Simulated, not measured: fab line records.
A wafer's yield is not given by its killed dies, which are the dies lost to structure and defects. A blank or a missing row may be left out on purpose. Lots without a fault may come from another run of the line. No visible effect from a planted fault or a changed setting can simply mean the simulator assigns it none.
What tool caused it? / flow sky130 / 36 wafers from 12 lots sampled at 5 of the route's 708 steps

## WHAT EACH GAUGE READ, for each wafer
SKY_SONOS_ONO_THK_MEAS_01.
lot=L153; measured=day 12 14:41; on=film-metro-03; SONOS_ONO_OXIDATION_THK (nm)=2.65 2.52 2.55
lot=L155; measured=day 13 01:23; on=film-metro-01; SONOS_ONO_OXIDATION_THK (nm)=2.68 2.63 2.67
lot=L156; measured=day 13 01:23; on=film-metro-02; SONOS_ONO_OXIDATION_THK (nm)=2.71 2.68 2.66
lot=L157; measured=day 13 20:37; on=film-metro-01; SONOS_ONO_OXIDATION_THK (nm)=2.58 2.61 2.51
lot=L158; measured=day 14 02:07; on=film-metro-02; SONOS_ONO_OXIDATION_THK (nm)=2.65 2.66 2.65
lot=L165; measured=day 16 00:25; on=film-metro-01; SONOS_ONO_OXIDATION_THK (nm)=2.62 2.58 2.61
lot=L167; measured=day 17 06:40; on=film-metro-03; SONOS_ONO_OXIDATION_THK (nm)=2.66 2.60 2.69
lot=L169; measured=day 17 18:59; on=film-metro-02; SONOS_ONO_OXIDATION_THK (nm)=2.63 2.62 2.58
lot=L170; measured=day 17 21:35; on=film-metro-03; SONOS_ONO_OXIDATION_THK (nm)=2.57 2.56 2.61
lot=L171; measured=day 18 04:24; on=film-metro-01; SONOS_ONO_OXIDATION_THK (nm)=2.60 2.60 2.58
lot=L173; measured=day 18 21:27; on=film-metro-01; SONOS_ONO_OXIDATION_THK (nm)=2.53 2.60 2.50
lot=L175; measured=day 19 20:10; on=film-metro-01; SONOS_ONO_OXIDATION_THK (nm)=2.63 2.56 2.56

SKY_SONOS_ONO_OVL_MEAS_14.
lot=L153; measured=day 13 20:26; on=overlay-02; SONOS_ONO_OVL (nm)=1.1 -0.3 -0.7
lot=L155; measured=day 14 06:04; on=overlay-01; SONOS_ONO_OVL (nm)=-2.2 -0.9 -2.3
lot=L156; measured=day 14 06:34; on=overlay-01; SONOS_ONO_OVL (nm)=0.8 0.7 -0.1
lot=L157; measured=day 15 06:59; on=overlay-01; SONOS_ONO_OVL (nm)=-4.4 -3.8 -5.3
lot=L158; measured=day 15 07:13; on=overlay-02; SONOS_ONO_OVL (nm)=-4.8 -4.1 -4.4
lot=L165; measured=day 17 10:04; on=overlay-02; SONOS_ONO_OVL (nm)=-0.4 0.3 2.7
lot=L167; measured=day 18 14:09; on=overlay-01; SONOS_ONO_OVL (nm)=-1.0 -2.4 -1.7
lot=L169; measured=day 19 03:26; on=overlay-01; SONOS_ONO_OVL (nm)=3.5 2.3 -0.7
lot=L170; measured=day 19 12:04; on=overlay-02; SONOS_ONO_OVL (nm)=-2.3 -1.6 -2.4
lot=L171; measured=day 19 15:10; on=overlay-01; SONOS_ONO_OVL (nm)=-1.7 -3.1 -3.3
lot=L173; measured=day 20 10:40; on=overlay-01; SONOS_ONO_OVL (nm)=-1.1 -1.4 0.7
lot=L175; measured=day 21 05:52; on=overlay-02; SONOS_ONO_OVL (nm)=-0.8 -0.4 -1.7

SKY_GATE_OXIDE_THK_MEAS_02.
lot=L153; measured=day 14 02:13; on=film-metro-04; GATE_OXIDE_OXIDATION_00_THK (nm)=10.21 10.27 10.13
lot=L155; measured=day 14 10:23; on=film-metro-01; GATE_OXIDE_OXIDATION_00_THK (nm)=10.36 10.41 10.24
lot=L156; measured=day 14 10:23; on=film-metro-03; GATE_OXIDE_OXIDATION_00_THK (nm)=10.30 10.19 10.26
lot=L157; measured=day 15 10:23; on=film-metro-04; GATE_OXIDE_OXIDATION_00_THK (nm)=16.28 16.19 16.33
lot=L158; measured=day 15 08:59; on=film-metro-03; GATE_OXIDE_OXIDATION_00_THK (nm)=10.17 10.23 10.31
lot=L165; measured=day 17 14:02; on=film-metro-01; GATE_OXIDE_OXIDATION_00_THK (nm)=16.81 16.95 16.97
lot=L167; measured=day 18 16:11; on=film-metro-03; GATE_OXIDE_OXIDATION_00_THK (nm)=10.63 10.51 10.61
lot=L169; measured=day 19 05:11; on=film-metro-03; GATE_OXIDE_OXIDATION_00_THK (nm)=10.51 10.44 10.42
lot=L170; measured=day 19 13:50; on=film-metro-04; GATE_OXIDE_OXIDATION_00_THK (nm)=10.41 10.19 10.22
lot=L171; measured=day 19 16:55; on=film-metro-03; GATE_OXIDE_OXIDATION_00_THK (nm)=10.71 10.78 10.38
lot=L173; measured=day 20 12:47; on=film-metro-01; GATE_OXIDE_OXIDATION_00_THK (nm)=10.60 10.44 10.61
lot=L175; measured=day 21 09:52; on=film-metro-03; GATE_OXIDE_OXIDATION_00_THK (nm)=10.46 10.43 10.59

## WHAT TOOL EACH LOT RAN ON (gives the tool, then ch and the chambers of the sampled wafers, and finally the start)
lot=L153; SKY_SONOS_ONO_STRIP_17=plasma-asher-01 ch 0,1, day 13 20:35; SKY_GATE_OXIDE_OXIDATION_01=furnace-02 ch 0, day 14 00:49
lot=L155; SKY_SONOS_ONO_STRIP_17=plasma-asher-03 ch 0,1, day 14 06:12; SKY_GATE_OXIDE_OXIDATION_01=furnace-01 ch 0, day 14 08:58
lot=L156; SKY_SONOS_ONO_STRIP_17=plasma-asher-01 ch 0,1, day 14 06:43; SKY_GATE_OXIDE_OXIDATION_01=furnace-01 ch 0, day 14 08:58
lot=L157; SKY_SONOS_ONO_STRIP_17=plasma-asher-04 ch 0,1, day 15 07:08; SKY_GATE_OXIDE_OXIDATION_01=furnace-01 ch 0, day 15 07:20 and furnace-02 ch 0, day 15 08:59
lot=L158; SKY_SONOS_ONO_STRIP_17=plasma-asher-01 ch 0,1, day 15 07:22; SKY_GATE_OXIDE_OXIDATION_01=furnace-02 ch 0, day 15 07:34
lot=L165; SKY_SONOS_ONO_STRIP_17=plasma-asher-01 ch 0,1, day 17 10:13; SKY_GATE_OXIDE_OXIDATION_01=furnace-02 ch 0, day 17 10:53 and furnace-01 ch 0, day 17 12:38
lot=L167; SKY_SONOS_ONO_STRIP_17=plasma-asher-03 ch 0,1, day 18 14:19; SKY_GATE_OXIDE_OXIDATION_01=furnace-01 ch 0, day 18 14:45
lot=L169; SKY_SONOS_ONO_STRIP_17=plasma-asher-03 ch 0,1, day 19 03:35; SKY_GATE_OXIDE_OXIDATION_01=furnace-01 ch 0, day 19 03:47
lot=L170; SKY_SONOS_ONO_STRIP_17=plasma-asher-04 ch 0,1, day 19 12:13; SKY_GATE_OXIDE_OXIDATION_01=furnace-01 ch 0, day 19 12:25
lot=L171; SKY_SONOS_ONO_STRIP_17=plasma-asher-01 ch 0,1, day 19 15:19; SKY_GATE_OXIDE_OXIDATION_01=furnace-01 ch 0, day 19 15:31
lot=L173; SKY_SONOS_ONO_STRIP_17=plasma-asher-01 ch 0,1, day 20 10:49; SKY_GATE_OXIDE_OXIDATION_01=furnace-01 ch 0, day 20 11:23
lot=L175; SKY_SONOS_ONO_STRIP_17=plasma-asher-03 ch 0, day 21 06:01; SKY_GATE_OXIDE_OXIDATION_01=furnace-01 ch 0, day 21 08:27
- SKY_SONOS_ONO_STRIP_17: strips in O2/N2.
- SKY_GATE_OXIDE_OXIDATION_01: stabilise 600 s, purge 300 s, target thk 10.268 nm.

## AS READ BY THE TOOLS THEMSELVES (means over the sampled wafers that have a number; for cases with no such wafer, the mark the record gives instead)
SKY_SONOS_ONO_STRIP_17.
lot=L153; tool=plasma-asher-01; drypump-motor-current-A (A)=6.5; n2-flow-sccm (sccm)=300.3; oes-product-au (a.u.)=0.707; strip-time-to-endpoint-s (s)=14.12
lot=L155; tool=plasma-asher-03; drypump-motor-current-A (A)=6.1; n2-flow-sccm (sccm)=298.6; oes-product-au (a.u.)=0.710; strip-time-to-endpoint-s (s)=14.16
lot=L156; tool=plasma-asher-01; drypump-motor-current-A (A)=6.4; n2-flow-sccm (sccm)=299.2; oes-product-au (a.u.)=0.707; strip-time-to-endpoint-s (s)=14.05
lot=L157; tool=plasma-asher-04; drypump-motor-current-A (A)=5.6; n2-flow-sccm (sccm)=298.9; oes-product-au (a.u.)=0.710; strip-time-to-endpoint-s (s)=14.09
lot=L158; tool=plasma-asher-01; drypump-motor-current-A (A)=6.4; n2-flow-sccm (sccm)=299.3; oes-product-au (a.u.)=0.712; strip-time-to-endpoint-s (s)=14.16
lot=L165; tool=plasma-asher-01; drypump-motor-current-A (A)=6.4; n2-flow-sccm (sccm)=299.9; oes-product-au (a.u.)=0.709; strip-time-to-endpoint-s (s)=14.06
lot=L167; tool=plasma-asher-03; drypump-motor-current-A (A)=5.7; n2-flow-sccm (sccm)=299.9; oes-product-au (a.u.)=0.712; strip-time-to-endpoint-s (s)=14.02
lot=L169; tool=plasma-asher-03; drypump-motor-current-A (A)=6.1; n2-flow-sccm (sccm)=300.1; oes-product-au (a.u.)=0.712; strip-time-to-endpoint-s (s)=14.11
lot=L170; tool=plasma-asher-04; drypump-motor-current-A (A)=5.5; n2-flow-sccm (sccm)=300.0; oes-product-au (a.u.)=0.714; strip-time-to-endpoint-s (s)=14.05
lot=L171; tool=plasma-asher-01; drypump-motor-current-A (A)=6.5; n2-flow-sccm (sccm)=300.3; oes-product-au (a.u.)=0.716; strip-time-to-endpoint-s (s)=14.13
lot=L173; tool=plasma-asher-01; drypump-motor-current-A (A)=6.4; n2-flow-sccm (sccm)=299.1; oes-product-au (a.u.)=0.711; strip-time-to-endpoint-s (s)=14.08
lot=L175; tool=plasma-asher-03; drypump-motor-current-A (A)=5.4; n2-flow-sccm (sccm)=298.8; oes-product-au (a.u.)=0.706; strip-time-to-endpoint-s (s)=14.16

SKY_GATE_OXIDE_OXIDATION_01.
lot=L153; tool=furnace-02; ox-temp-c (C)=899.3; spike-tc-upper-C (C)=902.1; zone-power-bottom-pct (%)=32
lot=L155; tool=furnace-01; ox-temp-c (C)=900.1; spike-tc-upper-C (C)=900.0; zone-power-bottom-pct (%)=26
lot=L156; tool=furnace-01; ox-temp-c (C)=900.1; spike-tc-upper-C (C)=900.0; zone-power-bottom-pct (%)=26
lot=L157; tool=furnace-01/furnace-02; ox-temp-c (C)=899.8; spike-tc-upper-C (C)=901.7; zone-power-bottom-pct (%)=29
lot=L158; tool=furnace-02; ox-temp-c (C)=900.4; spike-tc-upper-C (C)=904.3; zone-power-bottom-pct (%)=32
lot=L165; tool=furnace-02/furnace-01; ox-temp-c (C)=900.2; spike-tc-upper-C (C)=901.2; zone-power-bottom-pct (%)=29
lot=L167; tool=furnace-01; ox-temp-c (C)=900.2; spike-tc-upper-C (C)=900.1; zone-power-bottom-pct (%)=26
lot=L169; tool=furnace-01; ox-temp-c (C)=900.1; spike-tc-upper-C (C)=899.7; zone-power-bottom-pct (%)=26
lot=L170; tool=furnace-01; ox-temp-c (C)=900.5; spike-tc-upper-C (C)=899.8; zone-power-bottom-pct (%)=26
lot=L171; tool=furnace-01; ox-temp-c (C)=900.6; spike-tc-upper-C (C)=900.2; zone-power-bottom-pct (%)=26
lot=L173; tool=furnace-01; ox-temp-c (C)=900.0; spike-tc-upper-C (C)=899.8; zone-power-bottom-pct (%)=26
lot=L175; tool=furnace-01; ox-temp-c (C)=900.0; spike-tc-upper-C (C)=899.4; zone-power-bottom-pct (%)=26

## THE ANSWER, worked out from the rows above alone
Rule: the usual values come from the lots themselves. Put in order of their means at a reading, lots are off if they are a third of the lots or fewer, leave a main group of 4 or more, and stand apart from it by a gap of 3 or more times the standard deviation of the main group's means; of several such gaps the widest counts. A main group whose means are all the same, to the digits that the tables above print for the reading, isn't used. A lot without any number at a reading at which 4 lots or more have one is off too. All remaining lots with rows at the step are treated as sound. First the gauges in route order, then the tools' own readings, where a lot's mean is used as printed above. At the first step where some lot is off, the reading lying furthest off is the one used; lots without a number count as furthest.
Off: L157, L165, seen at SKY_GATE_OXIDE_THK_MEAS_02 (GATE_OXIDE_OXIDATION_00_THK). Mean 10.40 nm and standard deviation 0.15 in the main group.
A tool fits if, at a process step before that reading, it ran every lot that is off, and no sound lot after the first of them. Not tried: the gauges at SKY_GATE_OXIDE_THK_MEAS_02; whatever is off there is also off at SKY_GATE_OXIDE_OXIDATION_01, on other tools, and gauge error can't account for it. One fits: SKY_GATE_OXIDE_OXIDATION_01 on furnace-02. Its last sound lot is L158 (day 15 07:34), its first lot that is off L157 (day 15 08:59): a fault that began between those two fits.

## WHAT THE SIMULATOR PUT IN
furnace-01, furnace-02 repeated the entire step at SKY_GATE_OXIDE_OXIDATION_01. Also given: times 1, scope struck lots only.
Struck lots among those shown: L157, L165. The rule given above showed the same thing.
